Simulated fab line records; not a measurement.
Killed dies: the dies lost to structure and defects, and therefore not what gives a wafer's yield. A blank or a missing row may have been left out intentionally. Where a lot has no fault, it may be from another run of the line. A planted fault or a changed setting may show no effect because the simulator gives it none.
Which of the tools did it? || flow gf180mcu || 14 lots, 42 wafers sampled, at 4 steps of a route of 602

WHAT THE GAUGES READ, wafer by wafer
GF_NSD_OVL_MEAS_08.
{"lot": "L677", "measured": "day 13 23:45", "on": "overlay-02", "NSD_OVL (nm)": "-0.1 -0.3 2.2"}
{"lot": "L678", "measured": "day 13 22:02", "on": "overlay-01", "NSD_OVL (nm)": "-0.3 -2.7 -1.8"}
{"lot": "L679", "measured": "day 14 14:54", "on": "overlay-02", "NSD_OVL (nm)": "1.4 2.2 -0.2"}
{"lot": "L681", "measured": "day 15 09:28", "on": "overlay-02", "NSD_OVL (nm)": "0.7 0.9 0.0"}
{"lot": "L690", "measured": "day 18 01:07", "on": "overlay-01", "NSD_OVL (nm)": "3.1 1.3 0.8"}
{"lot": "L693", "measured": "day 19 09:53", "on": "overlay-02", "NSD_OVL (nm)": "1.8 1.4 1.0"}
{"lot": "L694", "measured": "day 19 13:28", "on": "overlay-02", "NSD_OVL (nm)": "-0.8 -0.8 -1.8"}
{"lot": "L695", "measured": "day 19 18:19", "on": "overlay-01", "NSD_OVL (nm)": "-0.5 2.5 0.9"}
{"lot": "L696", "measured": "day 20 09:08", "on": "overlay-01", "NSD_OVL (nm)": "0.1 0.5 -0.3"}
{"lot": "L697", "measured": "day 20 10:40", "on": "overlay-02", "NSD_OVL (nm)": "0.4 -0.6 1.0"}
{"lot": "L698", "measured": "day 20 20:37", "on": "overlay-02", "NSD_OVL (nm)": "-0.9 0.0 0.2"}
{"lot": "L699", "measured": "day 21 04:50", "on": "overlay-02", "NSD_OVL (nm)": "-0.1 1.0 0.0"}

GF_V1_THK_MEAS_03.
{"lot": "L677", "measured": "day 17 20:58", "on": "film metro-04", "V1_CVD_02_THK (nm)": "837 850 851"}
{"lot": "L678", "measured": "day 17 18:53", "on": "film metro-04", "V1_CVD_02_THK (nm)": "843 859 842"}
{"lot": "L679", "measured": "day 18 14:40", "on": "film metro-04", "V1_CVD_02_THK (nm)": "855 867 855"}
{"lot": "L681", "measured": "day 19 12:23", "on": "film metro-01", "V1_CVD_02_THK (nm)": "850 866 856"}
{"lot": "L690", "measured": "day 22 06:28", "on": "film metro-04", "V1_CVD_02_THK (nm)": "836 839 851"}
{"lot": "L693", "measured": "day 23 12:58", "on": "film metro-04", "V1_CVD_02_THK (nm)": "863 852 848"}
{"lot": "L694", "measured": "day 23 17:00", "on": "film metro-04", "V1_CVD_02_THK (nm)": "857 858 865"}
{"lot": "L695", "measured": "day 23 20:47", "on": "film metro-01", "V1_CVD_02_THK (nm)": "841 857 852"}
{"lot": "L696", "measured": "day 24 10:53", "on": "film metro-04", "V1_CVD_02_THK (nm)": "848 840 857"}
{"lot": "L697", "measured": "day 24 11:32", "on": "film metro-01", "V1_CVD_02_THK (nm)": "835 849 856"}
{"lot": "L698", "measured": "day 24 22:19", "on": "film metro-03", "V1_CVD_02_THK (nm)": "849 849 848"}
{"lot": "L699", "measured": "day 25 05:33", "on": "film metro-03", "V1_CVD_02_THK (nm)": "853 841 857"}

WHICH TOOL RAN EACH LOT (tool, then ch and the chambers of the sampled wafers, then the start)
{"lot": "L677", "GF_VT_IMPLANT_DEVELOP_28": "litho track-01 ch 0, day 7 04:17", "GF_M1_SPUTTER_01": "pvd sputter-02, day 16 21:03"}
{"lot": "L678", "GF_VT_IMPLANT_DEVELOP_28": "litho track-01 ch 0, day 7 09:05", "GF_M1_SPUTTER_01": "pvd sputter-01, day 16 18:50"}
{"lot": "L679", "GF_VT_IMPLANT_DEVELOP_28": "litho track-04 ch 0, day 7 16:39", "GF_M1_SPUTTER_01": "pvd sputter-02, day 17 13:42"}
{"lot": "L681", "GF_VT_IMPLANT_DEVELOP_28": "litho track-04 ch 0, day 8 06:54", "GF_M1_SPUTTER_01": "pvd sputter-01, day 18 11:01"}
{"lot": "L687", "GF_VT_IMPLANT_DEVELOP_28": "litho track-04, day 9 22:14", "GF_M1_SPUTTER_01": "-"}
{"lot": "L688", "GF_VT_IMPLANT_DEVELOP_28": "litho track-02, day 10 04:02", "GF_M1_SPUTTER_01": "-"}
{"lot": "L690", "GF_VT_IMPLANT_DEVELOP_28": "litho track-04 ch 0, day 10 17:09", "GF_M1_SPUTTER_01": "pvd sputter-04, day 21 05:50"}
{"lot": "L693", "GF_VT_IMPLANT_DEVELOP_28": "litho track-01 ch 0, day 11 13:29", "GF_M1_SPUTTER_01": "pvd sputter-02, day 22 12:25"}
{"lot": "L694", "GF_VT_IMPLANT_DEVELOP_28": "litho track-04 ch 0, day 11 18:33", "GF_M1_SPUTTER_01": "pvd sputter-01, day 22 17:17"}
{"lot": "L695", "GF_VT_IMPLANT_DEVELOP_28": "litho track-04 ch 0, day 11 23:46", "GF_M1_SPUTTER_01": "pvd sputter-02, day 22 21:15"}
{"lot": "L696", "GF_VT_IMPLANT_DEVELOP_28": "litho track-02 ch 0, day 12 07:35", "GF_M1_SPUTTER_01": "pvd sputter-02, day 23 12:02"}
{"lot": "L697", "GF_VT_IMPLANT_DEVELOP_28": "litho track-01 ch 0, day 12 10:36", "GF_M1_SPUTTER_01": "pvd sputter-01, day 23 12:23"}
{"lot": "L698", "GF_VT_IMPLANT_DEVELOP_28": "litho track-04 ch 0, day 12 21:21", "GF_M1_SPUTTER_01": "pvd sputter-01, day 23 22:47"}
{"lot": "L699", "GF_VT_IMPLANT_DEVELOP_28": "litho track-01 ch 0, day 13 00:59", "GF_M1_SPUTTER_01": "pvd sputter-04, day 24 06:14"}
- GF_VT_IMPLANT_DEVELOP_28: develop time 60 s.
- GF_M1_SPUTTER_01: material TiN, target thk 30 nm, time 25 s.

AS READ BY THE TOOLS THEMSELVES (means over the sampled wafers that have a number; for cases with no such wafer, the mark the record gives instead)
GF_VT_IMPLANT_DEVELOP_28.
{"lot": "L677", "tool": "litho track-01", "chill plate temp C (C)": 23.18, "exhaust pa (Pa)": 45.6, "resist line temp C (C)": 23.06}
{"lot": "L678", "tool": "litho track-01", "chill plate temp C (C)": 22.96, "exhaust pa (Pa)": 47.1, "resist line temp C (C)": 22.97}
{"lot": "L679", "tool": "litho track-04", "chill plate temp C (C)": 23.09, "exhaust pa (Pa)": 45.7, "resist line temp C (C)": 22.98}
{"lot": "L681", "tool": "litho track-04", "chill plate temp C (C)": 22.94, "exhaust pa (Pa)": 44.5, "resist line temp C (C)": 23.06}
{"lot": "L687", "tool": "litho track-04", "chill plate temp C (C)": "-", "exhaust pa (Pa)": "-", "resist line temp C (C)": "-"}
{"lot": "L688", "tool": "litho track-02", "chill plate temp C (C)": "-", "exhaust pa (Pa)": "-", "resist line temp C (C)": "-"}
{"lot": "L690", "tool": "litho track-04", "chill plate temp C (C)": 22.88, "exhaust pa (Pa)": 44.8, "resist line temp C (C)": 22.99}
{"lot": "L693", "tool": "litho track-01", "chill plate temp C (C)": 23.02, "exhaust pa (Pa)": 45.2, "resist line temp C (C)": 22.99}
{"lot": "L694", "tool": "litho track-04", "chill plate temp C (C)": 22.94, "exhaust pa (Pa)": 44.2, "resist line temp C (C)": 23.08}
{"lot": "L695", "tool": "litho track-04", "chill plate temp C (C)": 22.97, "exhaust pa (Pa)": 45.1, "resist line temp C (C)": 23.13}
{"lot": "L696", "tool": "litho track-02", "chill plate temp C (C)": 23.07, "exhaust pa (Pa)": 45.3, "resist line temp C (C)": 23.00}
{"lot": "L697", "tool": "litho track-01", "chill plate temp C (C)": 23.04, "exhaust pa (Pa)": 44.3, "resist line temp C (C)": 22.94}
{"lot": "L698", "tool": "litho track-04", "chill plate temp C (C)": 22.97, "exhaust pa (Pa)": 45.8, "resist line temp C (C)": 23.02}
{"lot": "L699", "tool": "litho track-01", "chill plate temp C (C)": 23.16, "exhaust pa (Pa)": 46.5, "resist line temp C (C)": 23.04}

GF_M1_SPUTTER_01.
{"lot": "L677", "tool": "pvd sputter-02", "throttle valve pct (%)": 30.0}
{"lot": "L678", "tool": "pvd sputter-01", "throttle valve pct (%)": 29.3}
{"lot": "L679", "tool": "pvd sputter-02", "throttle valve pct (%)": 30.6}
{"lot": "L681", "tool": "pvd sputter-01", "throttle valve pct (%)": 30.1}
{"lot": "L690", "tool": "pvd sputter-04", "throttle valve pct (%)": 30.8}
{"lot": "L693", "tool": "pvd sputter-02", "throttle valve pct (%)": 29.4}
{"lot": "L694", "tool": "pvd sputter-01", "throttle valve pct (%)": 30.0}
{"lot": "L695", "tool": "pvd sputter-02", "throttle valve pct (%)": 29.4}
{"lot": "L696", "tool": "pvd sputter-02", "throttle valve pct (%)": 30.1}
{"lot": "L697", "tool": "pvd sputter-01", "throttle valve pct (%)": 30.1}
{"lot": "L698", "tool": "pvd sputter-01", "throttle valve pct (%)": 29.3}
{"lot": "L699", "tool": "pvd sputter-04", "throttle valve pct (%)": 30.4}

THE ANSWER, worked out from the rows above alone
Rule: usual is defined by the lots themselves. Put in order of their means at a reading, lots are off if they are a third of the lots or fewer, leave a main group of 4 or more, and stand apart from it by a gap of 3 or more times the standard deviation of the main group's means; of several such gaps the widest counts. If all means in a main group match to the digits the tables above print for the reading, that group is not used. A lot without any number at a reading at which 4 lots or more have one is off too. All remaining lots with rows at the step are treated as sound. After the gauges, taken in route order, come the tools' own readings; for these a lot's mean is taken, as printed above. The first step at which some lot is off is used, and at that step the reading that is off furthest; a lot without a number counts as furthest.
Off: L687, L688, at GF_VT_IMPLANT_DEVELOP_28 (chill plate temp C). Without a number there: L687, L688. Mean 23.02 C and standard deviation 0.088 in the main group.
If a tool, at that step or one of the process steps before it, ran each lot that is off and ran no sound lot following the first of them, it fits. Not one of the candidates tried fits.

WHAT THE SIMULATOR HAD PUT IN
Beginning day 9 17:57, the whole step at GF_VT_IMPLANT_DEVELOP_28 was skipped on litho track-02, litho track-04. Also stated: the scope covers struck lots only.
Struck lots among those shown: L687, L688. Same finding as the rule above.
